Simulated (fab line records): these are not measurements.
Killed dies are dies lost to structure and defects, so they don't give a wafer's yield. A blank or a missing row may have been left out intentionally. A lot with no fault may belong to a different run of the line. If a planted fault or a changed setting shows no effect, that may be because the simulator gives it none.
Commonality check across tools || flow gf180mcu || Sampled: 12 lots, 36 wafers

## REASON IT WAS OPENED
Of 12 lots, 2 have the reading V1_CVD_00_THK flagged at GF_V1_THK_MEAS_01. No-fault wafers: 598 nm, standard deviation 6.4.
Rule: flag the lot when none of its wafers has a number, or when each of its wafers that has one lies beyond 4 standard deviations from that mean. As for the other lots, they are considered sound.

{"lot": "L873", "measured": "day 17 05:46", "on": "film-metro-01", "V1_CVD_00_THK (nm), wafer by wafer": "596 601 599", "flag": ""}
{"lot": "L874", "measured": "day 17 18:35", "on": "film-metro-01", "V1_CVD_00_THK (nm), wafer by wafer": "591 599 602", "flag": ""}
{"lot": "L876", "measured": "day 18 11:25", "on": "film-metro-02", "V1_CVD_00_THK (nm), wafer by wafer": "601 605 604", "flag": ""}
{"lot": "L877", "measured": "day 18 18:39", "on": "film-metro-02", "V1_CVD_00_THK (nm), wafer by wafer": "590 615 618", "flag": ""}
{"lot": "L879", "measured": "day 19 12:43", "on": "film-metro-04", "V1_CVD_00_THK (nm), wafer by wafer": "599 588 592", "flag": ""}
{"lot": "L881", "measured": "day 20 13:04", "on": "film-metro-01", "V1_CVD_00_THK (nm), wafer by wafer": "591 592 599", "flag": ""}
{"lot": "L885", "measured": "day 21 16:22", "on": "film-metro-02", "V1_CVD_00_THK (nm), wafer by wafer": "604 591 602", "flag": ""}
{"lot": "L886", "measured": "day 22 01:50", "on": "film-metro-01", "V1_CVD_00_THK (nm), wafer by wafer": "711 725 712", "flag": "FLAGGED"}
{"lot": "L887", "measured": "day 22 11:53", "on": "film-metro-04", "V1_CVD_00_THK (nm), wafer by wafer": "723 722 717", "flag": "FLAGGED"}
{"lot": "L895", "measured": "day 25 01:23", "on": "film-metro-02", "V1_CVD_00_THK (nm), wafer by wafer": "600 608 604", "flag": ""}
{"lot": "L894", "measured": "day 25 03:40", "on": "film-metro-04", "V1_CVD_00_THK (nm), wafer by wafer": "584 593 590", "flag": ""}
{"lot": "L896", "measured": "day 25 10:40", "on": "film-metro-01", "V1_CVD_00_THK (nm), wafer by wafer": "596 605 589", "flag": ""}
The numbers of the flagged lots are 718 nm on average: +120 nm against the usual, or +19 standard deviations.

## EACH LOT AND THE TOOL IT RAN ON
3 process steps preceding the reading are held in the record, out of 602 steps in the route. Each cell gives the tool, then ch followed by the chambers the sampled wafers passed through, then the start.
{"lot": "L873", "flag": "", "GF_CONTACT_CVD_24": "cvd-w-02 ch 0,1, day 16 04:28", "GF_CONTACT_CMP_27": "cmp-02 ch 0,2,3, day 16 04:50", "GF_V1_CVD_00": "hdpcvd-01 ch 0,1,2, day 17 05:41"}
{"lot": "L874", "flag": "", "GF_CONTACT_CVD_24": "cvd-w-02 ch 0,1, day 16 17:48", "GF_CONTACT_CMP_27": "cmp-01 ch 1,3, day 16 18:05", "GF_V1_CVD_00": "hdpcvd-01 ch 0,1,2, day 17 18:31"}
{"lot": "L876", "flag": "", "GF_CONTACT_CVD_24": "cvd-w-01 ch 0,1, day 17 10:21", "GF_CONTACT_CMP_27": "cmp-02 ch 0,1, day 17 10:38", "GF_V1_CVD_00": "hdpcvd-01 ch 0,2, day 18 11:20"}
{"lot": "L877", "flag": "", "GF_CONTACT_CVD_24": "cvd-w-01 ch 0,1, day 17 17:27", "GF_CONTACT_CMP_27": "cmp-01 ch 0,1,3, day 17 17:47", "GF_V1_CVD_00": "hdpcvd-02 ch 1,2, day 18 18:35"}
{"lot": "L879", "flag": "", "GF_CONTACT_CVD_24": "cvd-w-02 ch 0,1, day 18 10:54", "GF_CONTACT_CMP_27": "cmp-02 ch 0,1,2, day 18 11:17", "GF_V1_CVD_00": "hdpcvd-02 ch 0,1,2, day 19 12:38"}
{"lot": "L881", "flag": "", "GF_CONTACT_CVD_24": "cvd-w-02 ch 1, day 19 10:59", "GF_CONTACT_CMP_27": "cmp-01 ch 0,1,2, day 19 11:35", "GF_V1_CVD_00": "hdpcvd-02 ch 0,1,2, day 20 12:59"}
{"lot": "L885", "flag": "", "GF_CONTACT_CVD_24": "cvd-w-02 ch 0,1, day 20 14:51", "GF_CONTACT_CMP_27": "cmp-01 ch 0,2,3, day 20 15:11", "GF_V1_CVD_00": "hdpcvd-02 ch 1,2, day 21 16:18"}
{"lot": "L886", "flag": "FLAGGED", "GF_CONTACT_CVD_24": "cvd-w-01 ch 0,1, day 21 00:19", "GF_CONTACT_CMP_27": "cmp-02 ch 1,2,3, day 21 00:44", "GF_V1_CVD_00": "hdpcvd-01 ch 0,1, day 22 01:44"}
{"lot": "L887", "flag": "FLAGGED", "GF_CONTACT_CVD_24": "cvd-w-01 ch 0,1, day 21 10:26", "GF_CONTACT_CMP_27": "cmp-01 ch 1,2, day 21 10:46", "GF_V1_CVD_00": "hdpcvd-01 ch 1,2, day 22 11:49"}
{"lot": "L895", "flag": "", "GF_CONTACT_CVD_24": "cvd-w-02 ch 1, day 24 01:11", "GF_CONTACT_CMP_27": "cmp-02 ch 0,2, day 24 01:34", "GF_V1_CVD_00": "hdpcvd-01 ch 0,1,2, day 25 01:19"}
{"lot": "L894", "flag": "", "GF_CONTACT_CVD_24": "cvd-w-01 ch 1, day 24 04:29", "GF_CONTACT_CMP_27": "cmp-02 ch 0,2, day 24 04:46", "GF_V1_CVD_00": "hdpcvd-01 ch 0,1,2, day 25 03:35"}
{"lot": "L896", "flag": "", "GF_CONTACT_CVD_24": "cvd-w-01 ch 0,1, day 24 10:21", "GF_CONTACT_CMP_27": "cmp-02 ch 0,3, day 24 10:38", "GF_V1_CVD_00": "hdpcvd-02 ch 0,1,2, day 25 10:36"}
These steps, and what they do:
- GF_CONTACT_CVD_24: deposits W, target thk 300 nm, time 90.339 s.
- GF_CONTACT_CMP_27: polishes, stops on SiO2, t overpolish 15 s, target thk 0 nm.
- GF_V1_CVD_00: deposits SiO2, target thk 600 nm, time 100 s.
- GF_V1_THK_MEAS_01

## FLAGGED OVER TOTAL, TOOL BY TOOL (the gauges that took the reading come last)
{"step": "GF_CONTACT_CVD_24", "tool": "cvd-w-01", "lots run": 6, "flagged": 2, "share of the flagged lots": "all", "sound lots run after its first flagged lot": "2 (L894,L896)"}
{"step": "GF_CONTACT_CVD_24", "tool": "cvd-w-02", "lots run": 6, "flagged": 0, "share of the flagged lots": "none", "sound lots run after its first flagged lot": "-"}
{"step": "GF_CONTACT_CMP_27", "tool": "cmp-01", "lots run": 5, "flagged": 1, "share of the flagged lots": "some", "sound lots run after its first flagged lot": 0}
{"step": "GF_CONTACT_CMP_27", "tool": "cmp-02", "lots run": 7, "flagged": 1, "share of the flagged lots": "some", "sound lots run after its first flagged lot": "3 (L895,L894,L896)"}
{"step": "GF_V1_CVD_00", "tool": "hdpcvd-01", "lots run": 7, "flagged": 2, "share of the flagged lots": "all", "sound lots run after its first flagged lot": "2 (L895,L894)"}
{"step": "GF_V1_CVD_00", "tool": "hdpcvd-02", "lots run": 5, "flagged": 0, "share of the flagged lots": "none", "sound lots run after its first flagged lot": "-"}
{"step": "GF_V1_THK_MEAS_01", "tool": "film-metro-01", "lots run": 5, "flagged": 1, "share of the flagged lots": "some", "sound lots run after its first flagged lot": "1 (L896)"}
{"step": "GF_V1_THK_MEAS_01", "tool": "film-metro-02", "lots run": 4, "flagged": 0, "share of the flagged lots": "none", "sound lots run after its first flagged lot": "-"}
{"step": "GF_V1_THK_MEAS_01", "tool": "film-metro-04", "lots run": 3, "flagged": 1, "share of the flagged lots": "some", "sound lots run after its first flagged lot": "1 (L894)"}

## WHAT THE TABLE ALLOWS
Rows of the table that ran all the flagged lots, 2 in number: cvd-w-01 at GF_CONTACT_CVD_24; hdpcvd-01 at GF_V1_CVD_00.
- cvd-w-01 at GF_CONTACT_CVD_24: 2 of its 6 lots flagged. Lots that were sound ran on it after the first flagged one (L894, L896); a persistent fault on the entire tool would not allow that.
- hdpcvd-01 at GF_V1_CVD_00: 2 of its 7 lots flagged. Lots that were sound ran on it after the first flagged one (L895, L894); a persistent fault on the entire tool would not allow that. Its own readings lie more than 4 standard deviations out on every wafer of the flagged lots: sih4-flow-sccm.
Not one row of the table ran every flagged lot while running no sound lot after the first.

## WHAT THE SIMULATOR HAD PUT IN
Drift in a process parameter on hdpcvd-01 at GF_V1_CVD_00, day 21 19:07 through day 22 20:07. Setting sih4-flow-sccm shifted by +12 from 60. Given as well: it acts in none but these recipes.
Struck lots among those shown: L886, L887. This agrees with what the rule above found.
